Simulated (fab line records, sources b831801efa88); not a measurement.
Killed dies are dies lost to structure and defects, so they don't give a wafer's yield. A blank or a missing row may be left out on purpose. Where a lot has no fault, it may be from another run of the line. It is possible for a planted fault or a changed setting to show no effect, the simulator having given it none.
A struck lot beside a sound one | flow sky130 | 37 steps out of a route of 708
Sound: these wafers, L354.1, L354.2, L354.3. Wafers struck: L370.1, L370.2, L370.3. At the end, the cause is stated.
At each step with rows: each side's tool, then ch and its chambers, then its first start. Under that, the readings that differ: sound wafers | struck wafers | difference of the means | sigmas: that difference in standard deviations of wafers without a fault.
alike: readings whose means differ by less than 2 such deviations, and words and numbers that are the same on both sides. not compared: withheld readings, readings that some wafer has no value for, bounds like >300 that may hide the same value, and numbers for which the record gives no deviation and whose values overlap.
Wherever a step has rows on one side only, a row that says differs or no value, or a row with sigmas, the two part there. When numbers do not overlap yet have no deviation, they are printed without sigmas and do not part them. A reading that every wafer of one side lacks parts them only if that side has two wafers or more.

first, 10 steps without rows for these wafers: SKY_LDD_LDN_SOFTBAKE_03 (time 60 s); SKY_LDD_LDN_EXPOSE_04 (exposes mask LDNTM, target cd 700 nm); SKY_LDD_LDN_PEB_05; SKY_LDD_LDN_DEVELOP_06 (develop time 60 s); SKY_LDD_LDN_IMPLANT_08; SKY_LDD_LDN_IMPLANT_09; SKY_LDD_LDN_IMPLANT_10; SKY_LDD_LDN_IMPLANT_11; SKY_LDD_LDN_STRIP_12 (strips in O2/N2); SKY_LDD_LDN_CLEAN_14 (cleans in SC1/SC2, time 150 s).
SKY_SPACER_CVD_00: deposits Si3N4 from DCS/NH3, target thk 43.1 nm, time 740 s.
  sound on lpcvd-02 ch 1, day 23 17:07; struck on lpcvd-02 ch 1, day 29 08:15
reading                                 | sound             | struck           | difference | sigmas
model.Si3N4_of_SPACER_CVD_00.thkNm (nm) | 42.91 42.39 42.51 | 40.05 39.9 40.15 | -2.57      | 
  alike: susceptorTempC, zonePowerLowerPct, zonePowerUpperPct
SKY_SPACER_THK_MEAS_01:
  sound: filmMetro-04 at day 23 18:55; struck: filmMetro-04 at day 29 09:27
reading                | sound          | struck         | difference | sigmas
SPACER_CVD_00_THK (nm) | 42.9 42.4 42.5 | 40.0 39.8 40.2 | -2.6       | -6
SKY_SPACER_ETCHBACK_02: etches Si3N4 in CH3F/O2, stops on SiO2, time 46.7 s, target depth 45 nm.
  sound on rieDiel-03 ch 0,1,3, day 23 18:59; struck on rieDiel-01 ch 0,1,2, day 29 09:31
reading                 | sound             | struck            | difference | sigmas
oesProductAu (a.u.)     | 0.853 0.843 0.848 | 0.824 0.814 0.821 | -0.028     | -5
model.etch.depthNm (nm) | 42.91 42.39 42.51 | 40.05 39.9 40.15  | -2.57      | 
  alike: drypumpMotorCurrentA, throttleValvePct
  not compared: rfHoursCounterH
then, 22 steps without rows for these wafers: SKY_POLY_CUT_DEHYDRATE_00 (time 60 s); SKY_POLY_CUT_HMDS_01 (prime time 60 s); SKY_POLY_CUT_COAT_02 (resist thk 60 nm); SKY_POLY_CUT_COAT_03 (resist thk 450 nm); SKY_POLY_CUT_SOFTBAKE_04 (time 90 s); SKY_POLY_CUT_EXPOSE_05 (exposes mask NPCM, target cd 270 nm); SKY_POLY_CUT_PEB_06; SKY_POLY_CUT_DEVELOP_07 (develop time 60 s); SKY_POLY_CUT_ETCH_10 (etches BARC in N2/H2, stops on SiO2, time 45.9 s, target depth 60 nm); SKY_POLY_CUT_ETCH_11 (etches Si3N4 in CF4/CH2F2/Ar, stops on poly-Si, time 42.5 s, target depth 60 nm); SKY_POLY_CUT_STRIP_12 (strips in O2/N2); SKY_SD_P_DEHYDRATE_00 (time 60 s); SKY_SD_P_HMDS_01 (prime time 60 s); SKY_SD_P_COAT_02 (resist thk 1140 nm); SKY_SD_P_SOFTBAKE_03 (time 60 s); SKY_SD_P_EXPOSE_04 (exposes mask PSDM, target cd 380 nm); SKY_SD_P_PEB_05; SKY_SD_P_DEVELOP_06 (develop time 60 s); SKY_SD_P_IMPLANT_09; SKY_SD_P_STRIP_10 (strips in O2/N2); SKY_RES_XHIGH_DEHYDRATE_00 (time 60 s); SKY_RES_XHIGH_HMDS_01 (prime time 60 s).
-- the record jumps here: 5 days lie between the struck wafers' starts before and after (it left off in module RES_XHIGH and takes up again in module SALICIDE, whose first step shown is number 361 of the route) --
SKY_SALICIDE_CLEAN_00: cleans in HF-last, time 30 s.
  sound on wetBench-04 ch 0, day 28 17:25; struck on wetBench-02 ch 0, day 34 00:19
reading                                 | sound            | struck            | difference | sigmas
model.Si3N4_of_SPACER_CVD_00.thkNm (nm) | 41.92 41.4 41.53 | 39.08 38.92 39.17 | -2.56      | 
-- the record jumps here: 16 days lie between the struck wafers' starts before and after (it left off in module SALICIDE and takes up again in module PAD_OPEN, whose first step shown is number 708 of the route) --
SKY_PAD_OPEN_PROBE_99:
  sound: prober-02 at day 46 08:35; struck: prober-02 at day 50 03:29
reading                               | sound               | struck              | difference | sigmas
killedOpen                            | 42 39 34            | 56 56 51            | +16        | +2
model.etest.pfet_01v8.rOnOhmUm        | 2963 2941 2917      | 2732 2776 2738      | -192       | 
model.etest.sonosUncharged.rOnOhmUm   | 806.4 806.9 814.1   | 787 788 774.8       | -26        | 
model.etest.pfet_01v8.driveUaUm       | 187.7 188.6 191     | 207 201.5 205.5     | +16        | 
model.etest.pfet_01v8_hvt.driveUaUm   | 137.8 138.9 139.7   | 152.9 150.4 153.8   | +13.6      | 
model.etest.pfet_01v8_hvt.offLog10AUm | -13.41 -13.2 -13.23 | -12.71 -12.69 -12.7 | +0.58      | 
  alike: killed_at_M0_to_M3, killed_at_M4_up, killedAtContacts, killedAtFrontEnd, killedAtOther, killedDies, killedShort

WHERE THEY PART
Earliest at SKY_SPACER_THK_MEAS_01; latest, in this record, at SKY_PAD_OPEN_PROBE_99.

WHY: what the simulator had put in
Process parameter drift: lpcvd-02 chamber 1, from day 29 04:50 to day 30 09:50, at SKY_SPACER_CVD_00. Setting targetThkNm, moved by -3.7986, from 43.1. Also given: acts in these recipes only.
